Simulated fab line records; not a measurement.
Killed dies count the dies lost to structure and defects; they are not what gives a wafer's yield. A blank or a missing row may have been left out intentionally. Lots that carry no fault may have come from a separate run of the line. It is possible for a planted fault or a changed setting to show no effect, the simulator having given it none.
fab line records	flow sky130
[record] lots = 6	wafers = 18	last-day = 50
route steps=708 shown VIA4@648 METAL5@661 PAD_OPEN@708
lots untouched by any fault: they come from a run of this same line in which no faults occurred
start-h: hours from the record's first day to the start of the lot's first wafer shown	wait-h: hours from the lot's prior step to this one	" unchanged from the row above	L1.1+2: one row covering several wafers at once	- either no value or no given start	* or withheld: withheld	< > ~ a bound
route shown NAME@n: NAME is a module with steps in the file, n the number in the route of the first one	usual: mean/standard deviation of fault-free wafers	same: alike in all rows	chamber/n: place in a boat	sites: readings site by site	_std_site: the values' standard deviation	_edge_site: the outer-site mean with the inner-site mean subtracted	radius-mm: how far each site lies from the wafer's centre	mask NAME#n: copy n	behind: tool/chamber where the wafer was last shaped	hold: what put the lot on hold/how long, in hours/how the hold closed	device: whichever transistor did not switch (one of n, p or np)	end of line: at the end of the route, the tests of the same wafers	a step given without rows: its recipe and nothing more	killed: count of dies lost to structure and defects at first sort (not the wafer's yield)	map: per-die view of a wafer (x killed, . not killed, _ where there is no die)
set.NAME: the setting that was run; set.NAME@STEP: the one run at that earlier step	model.NAME: the simulator's own value behind a step, which no gauge read
certain route steps with their lots: each step a table, each wafer a row
services: from which hour (start-h, from the record's first day; less than 0 if before it) a tool's chamber was out of use, for how many hours, and why
[[steps]]
[step SKY_VIA4_PEB_09]
[recipe] temp-c = withheld	time-s = *	resist = NOVOLAK
[step SKY_VIA4_DEVELOP_10]
[recipe] resist = NOVOLAK	developer = TMAH	develop-time-s = 60	dev-temp-c = 23
[step SKY_VIA4_OVL_MEAS_11]
[usual] VIA4_OVL = 0.2/1.5
lot.wafer	tool	chamber	start-h	wait-h	VIA4_OVL[nm]
L219.2	overlay-02	-	1038.40	0.1	-0.1
L219.4	"	-	"	"	0.2
L219.5	"	-	"	"	0.6
L222.4	overlay-01	-	1053.00	0.1	0.1
L222.5	"	-	"	"	0.2
L222.6	"	-	"	"	-2.4
L223.2	overlay-01	-	1059.00	0.1	-0.1
L223.4	"	-	"	"	1.0
L223.5	"	-	"	"	1.3
L229.2	overlay-01	-	1094.77	0.1	2.7
L229.4	"	-	"	"	1.1
L229.5	"	-	"	"	1.4
L233.1	overlay-02	-	1149.36	0.1	0.1
L233.3	"	-	"	"	0.2
L233.5	"	-	"	"	0.9
L236.3	overlay-01	-	1153.03	0.1	0.1
L236.4	"	-	"	"	-1.3
L236.6	"	-	"	"	-1.5
[step SKY_VIA4_ETCH_12]
[recipe] target = SiO2	chemistry = C4F8/O2/Ar	stop-on = TiN	mask-material = NOVOLAK	source-w = 1500	bias-w = 1200	pressure-mtorr = 40	c4f8-flow-sccm = withheld	O2_flow_sccm = 6	Ar_flow_sccm = 300	time-s = withheld	target-depth-a = 5800
[usual] bias-w = 1200/3.8	chamber-pressure-mTorr = 40.00/0.04	oes-product-au = 0.926/0.0049
lot.wafer	tool	chamber	start-h	wait-h	bias-w	chamber-pressure-mTorr	oes-product-au
L219.2	rie-diel-03	2	1038.43	0.0	1202	39.97	0.917
L219.4	"	1	"	"	1199	40.04	0.918
L219.5	"	3	"	"	1203	40.02	0.921
L222.4	rie-diel-03	3	1053.01	0.0	1205	39.99	0.923
L222.5	"	2	"	"	1200	40.02	0.926
L222.6	"	1	"	"	1197	39.98	0.927
L223.2	rie-diel-03	2	1059.03	0.0	1208	40.03	0.930
L223.4	"	3	"	"	1198	40.00	0.920
L223.5	"	1	"	"	1202	40.03	0.919
L229.2	rie-diel-01	1	1094.80	0.0	1201	39.98	0.933
L229.4	"	3	"	"	1199	40.05	0.922
L229.5	"	1	"	"	1202	40.03	0.920
L233.1	rie-diel-03	2	1149.40	0.0	1200	40.03	0.918
L233.3	"	0	"	"	1201	39.95	0.927
L233.5	"	2	"	"	1201	39.95	0.930
L236.3	rie-diel-04	0	1153.05	0.0	1199	40.05	0.923
L236.4	"	1	"	"	1203	40.00	0.927
L236.6	"	0	"	"	1202	40.00	0.927
[step SKY_VIA4_STRIP_13]
[recipe] chemistry = O2/N2	power-w = 1400	pressure-mtorr = 1500	platen-temp-c = withheld	o2-flow-sccm = 3000	n2-flow-sccm = 300	overash-fraction = 0.5
[usual] chamber-pressure-mTorr = 1500.0/1.3	drypump-motor-current-A = 5.8/0.38	oes-product-au = 0.710/0.0043	strip-time-to-endpoint-s = 12.807/0.029
lot.wafer	tool	chamber	start-h	wait-h	chamber-pressure-mTorr	drypump-motor-current-A	oes-product-au	rf-hours-counter-h	strip-time-to-endpoint-s
L219.2	plasma-asher-03	0	1038.50	-	1499.2	5.0	0.709	62	12.815
L219.4	"	0	"	"	1501.1	5.1	0.715	-	12.842
L219.5	"	1	"	"	1498.4	5.7	0.708	-	12.802
L222.4	plasma-asher-02	1	1053.12	-	1500.2	5.7	0.702	-	12.797
L222.5	"	1	"	"	1503.4	5.7	0.708	-	12.763
L222.6	"	0	"	"	1500.8	6.4	0.707	-	12.783
L223.2	plasma-asher-04	1	1059.10	-	1500.4	5.8	0.710	27	12.777
L223.4	"	0	"	"	1499.5	6.0	0.715	-	12.775
L223.5	"	1	"	"	1500.3	5.8	0.707	-	12.754
L229.2	plasma-asher-02	0	1094.87	-	1500.7	6.3	0.711	4	12.807
L229.4	"	1	"	"	1500.2	5.7	0.712	-	12.766
L229.5	"	0	"	"	1499.6	6.4	0.713	-	12.774
L233.1	plasma-asher-02	1	1149.47	-	1499.2	5.7	0.712	11	12.845
L233.3	"	1	"	"	1500.3	5.7	0.710	-	12.762
L233.5	"	0	"	"	1499.0	6.4	0.709	-	12.795
L236.3	plasma-asher-04	1	1153.16	-	1499.0	5.8	0.716	-	12.811
L236.4	"	0	"	"	1498.2	6.0	0.709	-	12.818
L236.6	"	1	"	"	1498.2	5.8	0.709	-	12.818
[step SKY_VIA4_STRIP_14]
[recipe] chemistry = post-etch-residue-remover	time-s = 1200	temp-c = 72.5
[step SKY_VIA4_CLEAN_15]
[recipe] chemistry = IPA	time-s = 180	temp-c = 25
[step SKY_VIA4_CLEAN_16]
[recipe] chemistry = O3/DIW	dry = n2-spin
[step SKY_VIA4_SPUTTER_17]
[recipe] material = TiN	target-thk-nm = 20	chamber-pressure-pa = 5	power-w = 4000	time-s = 80
[usual] throttle-valve-pct = 30.4/1.2
lot.wafer	tool	chamber	start-h	wait-h	throttle-valve-pct
L219.2	pvd-sputter-04	-	1039.50	0.0	29.8
L219.4	"	-	"	"	32.6
L219.5	"	-	"	"	29.7
L222.4	pvd-sputter-04	-	1053.68	0.0	30.7
L222.5	"	-	"	"	29.4
L222.6	"	-	"	"	30.6
L223.2	pvd-sputter-04	-	1059.69	0.0	29.4
L223.4	"	-	"	"	32.5
L223.5	"	-	"	"	29.4
L229.2	pvd-sputter-02	-	1095.59	0.0	31.1
L229.4	"	-	"	"	29.9
L229.5	"	-	"	"	31.4
L233.1	pvd-sputter-04	-	1150.07	0.0	29.6
L233.3	"	-	"	"	30.8
L233.5	"	-	"	"	29.7
L236.3	pvd-sputter-02	-	1153.74	0.0	29.7
L236.4	"	-	"	"	30.1
L236.6	"	-	"	"	29.8
[step SKY_VIA4_CVD_18]
[recipe] material = W	target-thk-nm = 505	time-s = 152.14	temp-c = 400	pressure-torr = 40
[usual] heater-power-w = 825/71
lot.wafer	tool	chamber	start-h	wait-h	heater-power-w
L219.2	cvd-w-02	1	1039.56	0.0	734
L219.4	"	0	"	"	783
L219.5	"	0	"	"	781
L222.4	cvd-w-01	0	1053.79	0.1	879
L222.5	"	1	"	"	862
L222.6	"	0	"	"	880
L223.2	cvd-w-02	0	1059.75	0.0	796
L223.4	"	0	"	"	789
L223.5	"	0	"	"	759
L229.2	cvd-w-02	0	1095.65	0.0	798
L229.4	"	0	"	"	793
L229.5	"	0	"	"	789
L233.1	cvd-w-02	0	1150.13	0.0	780
L233.3	"	1	"	"	716
L233.5	"	1	"	"	718
L236.3	cvd-w-02	1	1153.86	0.1	724
L236.4	"	0	"	"	796
L236.6	"	1	"	"	694
[step SKY_VIA4_RS_MEAS_19]
[recipe] thk-meas-gauge = four-point-probe	reads = W_of_VIA4_CVD_18+TiN_of_VIA4_SPUTTER_17
[usual] VIA4_W_RS = 0.2276/0.0029
lot.wafer	tool	chamber	start-h	wait-h	VIA4_W_RS[ohm/sq]
L219.2	film-metro-03	-	1039.73	0.1	0.2243
L219.4	"	-	"	"	0.2225
L219.5	"	-	"	"	0.2243
L222.4	film-metro-03	-	1053.95	0.1	0.2300
L222.5	"	-	"	"	0.2285
L222.6	"	-	"	"	0.2298
L223.2	film-metro-04	-	1059.92	0.1	0.2207
L223.4	"	-	"	"	0.2234
L223.5	"	-	"	"	0.2227
L229.2	film-metro-02	-	1095.89	0.2	0.2270
L229.4	"	-	"	"	0.2242
L229.5	"	-	"	"	0.2241
L233.1	film-metro-02	-	1150.29	0.1	0.2263
L233.3	"	-	"	"	0.2279
L233.5	"	-	"	"	0.2269
L236.3	film-metro-02	-	1154.00	0.1	0.2224
L236.4	"	-	"	"	0.2210
L236.6	"	-	"	"	0.2209
[step SKY_VIA4_THK_MEAS_20]
[recipe] thk-meas-gauge = xrf	reads = W_of_VIA4_CVD_18
[usual] VIA4_W_THK = 509/7.7
lot.wafer	tool	chamber	start-h	wait-h	VIA4_W_THK[nm]
L219.2	film-metro-03	-	1039.84	0.1	519
L219.4	"	-	"	"	520
L219.5	"	-	"	"	517
L222.4	film-metro-03	-	1054.04	0.1	503
L222.5	"	-	"	"	507
L222.6	"	-	"	"	503
L223.2	film-metro-04	-	1060.03	0.1	524
L223.4	"	-	"	"	518
L223.5	"	-	"	"	521
L229.2	film-metro-02	-	1096.00	0.1	514
L229.4	"	-	"	"	522
L229.5	"	-	"	"	518
L233.1	film-metro-02	-	1150.41	0.1	512
L233.3	"	-	"	"	510
L233.5	"	-	"	"	509
L236.3	film-metro-02	-	1154.10	0.1	522
L236.4	"	-	"	"	528
L236.6	"	-	"	"	524
[step SKY_VIA4_CMP_21]
[recipe] stop-on = SiO2	t-overpolish-s = 25	down-force-psi = 3.5	platen-rpm = 60	target-thk-nm = 0	pad-velocity-m-s = 0.94248
[usual] edge-zone-pressure-frac = 1.000/0.0047	motor-current-A = 11.4/1.1	overpolish-run-s = 25.000/0.0099	retaining-ring-pressure-frac = 1.000/0.0047	time-to-endpoint-s = 122/4.6
lot.wafer	tool	chamber	start-h	wait-h	edge-zone-pressure-frac	motor-current-A	overpolish-run-s	retaining-ring-pressure-frac	time-to-endpoint-s
L219.4	cmp-01	3	1040.70	0.8	1.001	10.9	25.009	1.006	125
L219.2	"	0	"	"	0.999	12.6	24.997	0.999	115
L219.5	"	0	"	"	1.000	12.7	25.014	1.006	116
L222.4	cmp-01	1	1054.07	0.0	0.991	11.3	24.998	0.997	124
L222.5	"	1	"	"	0.999	11.9	25.002	0.998	126
L222.6	"	2	"	"	0.996	10.2	0.044	1.003	189
L223.4	cmp-01	2	1060.34	0.3	0.999	10.6	0.040	1.001	193
L223.2	"	0	"	"	1.001	12.7	24.999	1.002	119
L223.5	"	2	"	"	0.995	10.5	0.038	1.000	194
L229.4	cmp-02	3	1096.10	0.1	1.004	12.4	24.985	1.004	121
L229.2	"	1	"	"	1.006	9.6	25.002	1.003	123
L229.5	"	2	"	"	0.998	13.4	25.000	1.001	118
L233.1	cmp-02	3	1150.47	0.1	1.008	10.9	24.998	0.999	126
L233.3	"	0	"	"	0.995	10.3	25.005	0.990	122
L233.5	"	3	"	"	0.997	11.7	25.000	0.993	125
L236.3	cmp-01	2	1154.19	0.1	0.997	11.0	25.001	1.000	129
L236.4	"	3	"	"	0.996	10.7	25.020	0.999	127
L236.6	"	2	"	"	0.996	10.6	24.997	0.995	131
[step SKY_METAL5_SPUTTER_00]
[recipe] material = Ti	target-thk-nm = 15	power-w = 3000	time-s = 10	chamber-pressure-pa = 0.4
[usual] throttle-valve-pct = 30.3/1.1
lot.wafer	tool	chamber	start-h	wait-h	throttle-valve-pct
L219.2	pvd-sputter-02	-	1041.00	0.2	29.9
L219.4	"	-	"	"	28.1
L219.5	"	-	"	"	29.8
L222.4	pvd-sputter-01	-	1054.37	0.2	31.1
L222.5	"	-	"	"	30.1
L223.2	pvd-sputter-04	-	1060.59	0.1	29.4
L229.2	pvd-sputter-01	-	1096.35	0.1	31.1
L229.4	"	-	"	"	31.6
L229.5	"	-	"	"	30.9
L233.1	pvd-sputter-02	-	1150.77	0.2	29.7
L233.3	"	-	"	"	29.6
L233.5	"	-	"	"	29.8
L236.3	pvd-sputter-04	-	1154.44	0.2	29.6
L236.4	"	-	"	"	32.5
L236.6	"	-	"	"	29.5
[step SKY_PAD_OPEN_PROBE_99]
[usual] defect-limited-yield = 82.6/1.9	killed_at_M0_to_M3 = 43/7.3	killed_at_M4_up = 3.0/2	killed-at-contacts = 24/5.2	killed-at-front-end = 15/4.4	killed-at-other = 0.2/0.48	killed-dies = 86/9.1	killed-on-rim = 16/4	killed-open = 47/7.3	killed-short = 38/6.4	sort_bin_3_pad_short = 0.8/0.38	sort_bin_5_function = 10.5/1.4	sort_bin_6_memory = 6.1/1.1	sort-n-pass = 406/9.1	sort-yield-pct = 82.6/1.9
[same] gross-dies = 492	killed-at-back-side = 0	sort_bin_4_leakage[%] = 0	sort_bin_8_speed[%] = 0
lot.wafer	tool	chamber	start-h	wait-h	defect-limited-yield[%]	killed_at_M0_to_M3	killed_at_M4_up	killed-at-contacts	killed-at-front-end	killed-at-other	killed-dies	killed-on-rim	killed-open	killed-short	sort_bin_3_pad_short[%]	sort_bin_5_function[%]	sort_bin_6_memory[%]	sort-n-pass	sort-yield-pct[%]
L219.2	prober-01	-	1105.30	0.1	78.5	53	6	29	18	0	106	17	63	43	0.6	15.2	5.7	386	78.5
L219.4	prober-01	-	1105.40	0.2	80.5	52	3	19	22	0	96	21	55	41	0.8	12.2	6.5	396	80.5
L219.5	prober-01	-	1105.45	0.2	84.6	39	1	18	17	1	76	8	39	37	1.2	8.9	5.3	416	84.6
L222.4	prober-02	-	1117.61	0.2	80.5	48	1	25	22	0	96	17	63	32	0.6	11.0	7.9	396	80.5
L222.5	prober-02	-	1117.66	0.2	81.3	53	2	24	13	0	92	15	42	50	0.8	11.8	6.1	400	81.3
L222.6	prober-02	-	1117.71	0.2	0	60	400	20	12	0	492	96	60	36	80.7	11.0	8.3	0	0
L223.2	prober-01	-	1123.62	0.1	82.1	36	5	25	22	0	88	11	53	34	1.0	10.8	6.1	404	82.1
L223.4	prober-01	-	1123.72	0.2	0	35	407	31	17	2	492	96	51	36	82.5	10.8	6.7	0	0
L223.5	prober-01	-	1123.77	0.2	0	47	402	24	19	0	492	96	57	35	81.9	10.2	7.9	0	0
L229.2	prober-01	-	1157.29	0.1	84.3	34	5	19	19	0	77	15	41	36	0.6	10.8	4.3	415	84.3
L229.4	prober-01	-	1157.39	0.2	83.1	42	2	30	9	0	83	19	41	42	0.4	11.2	5.3	409	83.1
L229.5	prober-01	-	1157.44	0.2	84.1	27	1	32	17	1	78	21	43	35	0.8	8.9	6.1	414	84.1
L233.1	prober-01	-	1203.81	0.1	82.1	54	3	19	12	0	88	20	50	38	0.4	9.1	8.3	404	82.1
L233.3	prober-01	-	1203.91	0.2	84.3	34	4	30	9	0	77	13	43	34	0.2	10.4	5.1	415	84.3
L233.5	prober-01	-	1204.01	0.2	82.3	50	3	26	8	0	87	17	53	33	0.8	11.6	5.3	405	82.3
L236.3	prober-02	-	1206.91	0.2	78.0	57	1	30	20	0	108	22	65	43	0.6	14.4	6.9	384	78.0
L236.4	prober-02	-	1206.96	0.2	79.9	41	4	37	17	0	99	27	57	42	1.0	10.4	8.7	393	79.9
L236.6	prober-02	-	1207.06	0.2	84.3	37	3	18	19	0	77	12	44	33	0.8	9.8	5.1	415	84.3
// killed by level:class
L219.2 VIA1:geometric-particle:open=18 CONTACT:geometric-particle:open=10 LI_CONTACT:geometric-particle:open=7 VIA3:geometric-particle:open=7 VIA2:geometric-particle:open=7 FIELD_ISO:geometric-particle:short=5 SPACER:geometric-particle:short=4 LOCAL_INTERCONNECT:geometric-particle:short=4
L219.4 VIA3:geometric-particle:open=12 VIA2:geometric-particle:open=11 CONTACT:geometric-particle:open=8 VIA1:geometric-particle:open=8 METAL2:geometric-particle:short=8 FIELD_ISO:geometric-particle:short=7 LI_CONTACT:geometric-particle:open=6 METAL1:geometric-particle:short=6
L219.5 VIA1:geometric-particle:open=8 LI_CONTACT:geometric-particle:open=6 SPACER:geometric-particle:short=5 CONTACT:geometric-particle:open=5 VIA2:geometric-particle:open=5 VIA3:geometric-particle:open=5 POLY_GATE:geometric-particle:short=4 LOCAL_INTERCONNECT:geometric-particle:short=4
L222.4 VIA1:geometric-particle:open=11 LI_CONTACT:geometric-particle:open=10 CONTACT:geometric-particle:open=9 METAL1:geometric-particle:short=8 POLY_GATE:geometric-particle:open=6 FIELD_ISO:geometric-particle:open=5 VIA3:geometric-particle:open=5 METAL1:geometric-particle:open=4
L222.5 METAL1:geometric-particle:short=18 CONTACT:geometric-particle:open=10 LI_CONTACT:geometric-particle:open=8 VIA1:geometric-particle:short=5 VIA1:geometric-particle:open=5 VIA3:geometric-particle:open=5 POLY_GATE:geometric-particle:short=4 VIA2:geometric-particle:short=4
L222.6 VIA4:area-cmp=396 VIA1:geometric-particle:open=14 VIA2:geometric-particle:open=11 CONTACT:geometric-particle:open=9 LI_CONTACT:geometric-particle:open=7 VIA3:geometric-particle:open=7 METAL2:geometric-particle:short=6 METAL1:geometric-particle:short=6
L223.2 CONTACT:geometric-particle:open=9 VIA1:geometric-particle:open=9 FIELD_ISO:geometric-particle:open=8 LI_CONTACT:geometric-particle:open=7 VIA3:geometric-particle:open=6 FIELD_ISO:geometric-particle:short=5 METAL4:geometric-particle:short=5 POLY_GATE:geometric-particle:open=4
L223.4 VIA4:area-cmp=404 CONTACT:geometric-particle:open=14 VIA1:geometric-particle:open=8 CONTACT:geometric-particle:short=6 VIA3:geometric-particle:open=6 METAL2:geometric-particle:short=5 LI_CONTACT:geometric-particle:open=5 VIA1:geometric-particle:short=5
L223.5 VIA4:area-cmp=400 VIA1:geometric-particle:open=13 CONTACT:geometric-particle:open=12 VIA3:geometric-particle:open=9 FIELD_ISO:geometric-particle:open=7 VIA2:geometric-particle:open=7 LOCAL_INTERCONNECT:geometric-particle:short=5 METAL2:geometric-particle:short=5
L229.2 VIA1:geometric-particle:open=14 FIELD_ISO:geometric-particle:short=7 CONTACT:geometric-particle:short=6 CONTACT:geometric-particle:open=5 POLY_GATE:geometric-particle:short=5 LI_CONTACT:geometric-particle:open=5 FIELD_ISO:geometric-particle:open=4 VIA3:geometric-particle:short=4
L229.4 CONTACT:geometric-particle:open=9 LOCAL_INTERCONNECT:geometric-particle:short=9 VIA1:geometric-particle:open=8 METAL1:geometric-particle:short=7 VIA2:geometric-particle:open=6 VIA3:geometric-particle:open=6 VIA1:geometric-particle:short=5 VIA3:geometric-particle:short=5
L229.5 CONTACT:geometric-particle:open=10 VIA1:geometric-particle:open=8 CONTACT:geometric-particle:short=7 LI_CONTACT:geometric-particle:open=6 LOCAL_INTERCONNECT:geometric-particle:short=6 POLY_GATE:geometric-particle:open=5 VIA2:geometric-particle:open=5 FIELD_ISO:geometric-particle:open=4
L233.1 VIA3:geometric-particle:open=8 VIA1:geometric-particle:open=8 VIA2:geometric-particle:open=8 CONTACT:geometric-particle:open=6 METAL1:geometric-particle:short=6 METAL3:geometric-particle:short=5 LI_CONTACT:geometric-particle:open=5 VIA1:geometric-particle:short=5
L233.3 LI_CONTACT:geometric-particle:open=10 CONTACT:geometric-particle:open=9 VIA3:geometric-particle:open=7 LOCAL_INTERCONNECT:geometric-particle:short=6 VIA1:geometric-particle:open=6 VIA3:geometric-particle:short=5 VIA2:geometric-particle:open=5 FIELD_ISO:geometric-particle:short=4
L233.5 VIA3:geometric-particle:open=14 CONTACT:geometric-particle:open=10 VIA1:geometric-particle:open=8 VIA2:geometric-particle:open=7 METAL1:geometric-particle:short=6 LI_CONTACT:geometric-particle:open=5 CONTACT:geometric-particle:short=5 VIA1:geometric-particle:short=5
L236.3 CONTACT:geometric-particle:open=14 VIA3:geometric-particle:open=10 VIA2:geometric-particle:open=10 LI_CONTACT:geometric-particle:open=9 VIA1:geometric-particle:open=9 FIELD_ISO:geometric-particle:short=7 VIA1:geometric-particle:short=7 METAL2:geometric-particle:short=7
L236.4 CONTACT:geometric-particle:open=12 LI_CONTACT:geometric-particle:open=10 VIA1:geometric-particle:open=9 METAL2:geometric-particle:short=7 LOCAL_INTERCONNECT:geometric-particle:short=6 POLY_GATE:geometric-particle:open=5 VIA1:geometric-particle:short=5 CONTACT:geometric-particle:short=5
L236.6 LI_CONTACT:geometric-particle:open=7 VIA2:geometric-particle:open=7 VIA1:geometric-particle:open=6 VIA3:geometric-particle:open=6 POLY_GATE:geometric-particle:short=5 CONTACT:geometric-particle:open=5 METAL2:geometric-particle:short=4 METAL3:geometric-particle:short=4
// map L222.6 (x killed, . not)
__________xxxxxxxxxx_________
________xxxxxxxxxxxxxx_______
______xxxxxxxxxxxxxxxxxx_____
_____xxxxxxxxxxxxxxxxxxxx____
____xxxxxxxxxxxxxxxxxxxxxx___
___xxxxxxxxxxxxxxxxxxxxxxxx__
__xxxxxxxxxxxxxxxxxxxxxxxxxx_
_xxxxxxxxxxxxxxxxxxxxxxxxxxxx
_xxxxxxxxxxxxxxxxxxxxxxxxxxxx
_xxxxxxxxxxxxxxxxxxxxxxxxxxxx
_xxxxxxxxxxxxxxxxxxxxxxxxxxxx
_xxxxxxxxxxxxxxxxxxxxxxxxxxxx
_xxxxxxxxxxxxxxxxxxxxxxxxxxxx
_xxxxxxxxxxxxxxxxxxxxxxxxxxxx
_xxxxxxxxxxxxxxxxxxxxxxxxxxxx
__xxxxxxxxxxxxxxxxxxxxxxxxxx_
___xxxxxxxxxxxxxxxxxxxxxxxx__
____xxxxxxxxxxxxxxxxxxxxxx___
_____xxxxxxxxxxxxxxxxxxxx____
______xxxxxxxxxxxxxxxxxx_____
________xxxxxxxxxxxxxx_______
__________xxxxxxxxxx_________
// map L223.4 (x killed, . not)
__________xxxxxxxxxx_________
________xxxxxxxxxxxxxx_______
______xxxxxxxxxxxxxxxxxx_____
_____xxxxxxxxxxxxxxxxxxxx____
____xxxxxxxxxxxxxxxxxxxxxx___
___xxxxxxxxxxxxxxxxxxxxxxxx__
__xxxxxxxxxxxxxxxxxxxxxxxxxx_
_xxxxxxxxxxxxxxxxxxxxxxxxxxxx
_xxxxxxxxxxxxxxxxxxxxxxxxxxxx
_xxxxxxxxxxxxxxxxxxxxxxxxxxxx
_xxxxxxxxxxxxxxxxxxxxxxxxxxxx
_xxxxxxxxxxxxxxxxxxxxxxxxxxxx
_xxxxxxxxxxxxxxxxxxxxxxxxxxxx
_xxxxxxxxxxxxxxxxxxxxxxxxxxxx
_xxxxxxxxxxxxxxxxxxxxxxxxxxxx
__xxxxxxxxxxxxxxxxxxxxxxxxxx_
___xxxxxxxxxxxxxxxxxxxxxxxx__
____xxxxxxxxxxxxxxxxxxxxxx___
_____xxxxxxxxxxxxxxxxxxxx____
______xxxxxxxxxxxxxxxxxx_____
________xxxxxxxxxxxxxx_______
__________xxxxxxxxxx_________
[[services]]
tool	chamber	start-h	hours	kind
cvd-w-01	1	1015.13	21.3	repair
pvd-sputter-02	-	1020.58	1.4	repair
cmp-01	-	1027.87	0.6	repair
pvd-sputter-01	-	1032.25	1.9	repair
cmp-02	-	1037.68	2.7	repair
plasma-asher-02	-	1055.25	9.0	pm
cmp-02	-	1059.04	1.5	repair
pvd-sputter-02	-	1059.43	1.3	repair
pvd-sputter-04	-	1066.95	3.3	repair
cmp-02	-	1067.79	4.0	pm
cmp-02	-	1068.87	0.7	repair
cvd-w-02	-	1070.80	0.5	repair
rie-diel-03	1	1074.56	10.7	repair
plasma-asher-03	-	1074.97	8.5	repair
cvd-w-01	0	1079.63	9.6	repair
rie-diel-04	0	1101.59	8.6	repair
rie-diel-01	-	1102.41	0.7	repair
cvd-w-02	-	1105.29	6.0	pm
cvd-w-02	-	1112.54	3.8	pm
pvd-sputter-01	-	1112.71	2.2	repair
rie-diel-04	3	1136.24	2.5	repair
rie-diel-01	3	1137.61	15.5	repair
cmp-01	-	1146.31	1.9	repair
pvd-sputter-02	-	1152.95	0.5	repair
[[key]]
[first-sign] step = SKY_VIA4_CMP_21	reading = overpolish-run-s	direction = down	sigmas = 99+	usual = 25.000	struck = 0.041
[effect] step = SKY_VIA4_CMP_21	reading = time-to-endpoint-s	direction = up	sigmas = 15	usual = *	struck = *
[effect] step = SKY_PAD_OPEN_PROBE_99	reading = sort_bin_3_pad_short	direction = up	sigmas = 99+	usual = 0.8	struck = 81.7
[more-kills-born-at] SKY_VIA4_CMP_21@cmp-01 = 1200
met-at SKY_VIA4_CMP_21
struck-wafers L222.6,L223.4,L223.5
later-rows-left-out L222.6,L223.4,L223.5
[fault] kind = process-parameter-drift	tool = cmp-01	chamber = 2	onset-h = 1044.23	steps = SKY_VIA4_CMP_21	channel = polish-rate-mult	offset = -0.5	shape = step	end-h = 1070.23
// later-rows-left-out: the simulator's readings of these wafers behind a module that went badly wrong aren't trusted and aren't shown, but for the sort
